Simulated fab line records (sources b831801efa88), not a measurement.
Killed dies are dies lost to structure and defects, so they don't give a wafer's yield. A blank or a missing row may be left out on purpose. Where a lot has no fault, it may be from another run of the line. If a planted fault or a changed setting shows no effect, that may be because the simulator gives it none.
Which tool is to blame? | flow gf180mcu | 12 lots, 36 wafers sampled, at 3 steps of a route of 602

== WHAT EACH GAUGE READ, for each wafer ==
GF_V3_OVL_MEAS_15.
lot  | measured     | on         | V3_OVL (nm)
L075 | day 22 14:55 | overlay-02 | -6 3 -4
L077 | day 23 05:43 | overlay-02 | 6 -5 6
L079 | day 24 09:26 | overlay-01 | 3 4 -3
L081 | day 25 01:23 | overlay-02 | 2 8 -4
L083 | day 25 12:15 | overlay-01 | 4 -6 -6
L085 | day 26 09:37 | overlay-01 | -4 0 -1
L087 | day 26 18:32 | overlay-01 | -8 7 -6
L089 | day 27 12:01 | overlay-01 | 0 -4 -2
L091 | day 27 20:34 | overlay-02 | 8 1 7
L093 | day 28 15:51 | overlay-02 | -4 -5 -4
L095 | day 29 07:08 | overlay-02 | 3 -7 3
L097 | day 29 14:14 | overlay-02 | 12 4 9

== EACH LOT AND THE TOOL THAT RAN IT (in order: tool; ch and the chambers of the sampled wafers; start) ==
lot  | GF_M1_SPUTTER_01             | GF_V2_STRIP_18
L075 | pvd_sputter-03, day 16 09:14 | plasma_asher-01 ch 0,1, day 20 12:32
L077 | pvd_sputter-02, day 17 00:08 | plasma_asher-01 ch 0,1, day 21 04:41
L079 | pvd_sputter-03, day 18 04:23 | plasma_asher-03 ch 0,1, day 22 09:23
L081 | pvd_sputter-01, day 18 21:22 | plasma_asher-02 ch 0,1, day 23 01:16
L083 | pvd_sputter-02, day 19 11:29 | plasma_asher-01 ch 0,1, day 23 14:31
L085 | pvd_sputter-02, day 20 10:25 | plasma_asher-02 ch 1, day 24 12:02
L087 | pvd_sputter-02, day 20 22:33 | plasma_asher-02 ch 0,1, day 24 21:58
L089 | pvd_sputter-03, day 21 15:56 | plasma_asher-02 ch 0,1, day 25 15:43
L091 | pvd_sputter-02, day 22 04:44 | plasma_asher-03 ch 0, day 26 01:01
L093 | pvd_sputter-01, day 23 02:39 | plasma_asher-02 ch 0,1, day 26 21:10
L095 | pvd_sputter-02, day 23 17:19 | plasma_asher-01 ch 0,1, day 27 12:10
L097 | pvd_sputter-03, day 24 04:45 | plasma_asher-03 ch 0,1, day 27 21:41
- GF_M1_SPUTTER_01: material TiN, target thk 30 nm, time 25 s.
- GF_V2_STRIP_18: strips in O2/N2.

== THE ANSWER, worked out from the rows above alone ==
Rule: the lots themselves supply what counts as usual. The widest of any qualifying gaps counts: lots, ordered by their means at a reading, are off when they make up no more than a third of the lots, leave a main group of 4 or more, and stand apart from it by 3 or more times the standard deviation of that group's means. A main group whose means are all the same, to the digits that the tables above print for the reading, isn't used. Also off: a lot with no number at a reading for which 4 or more lots have one. All remaining lots with rows at the step are treated as sound.
No lot is off at any reading shown: from this, nothing can be told.

== WHAT THE SIMULATOR HAD PUT IN ==
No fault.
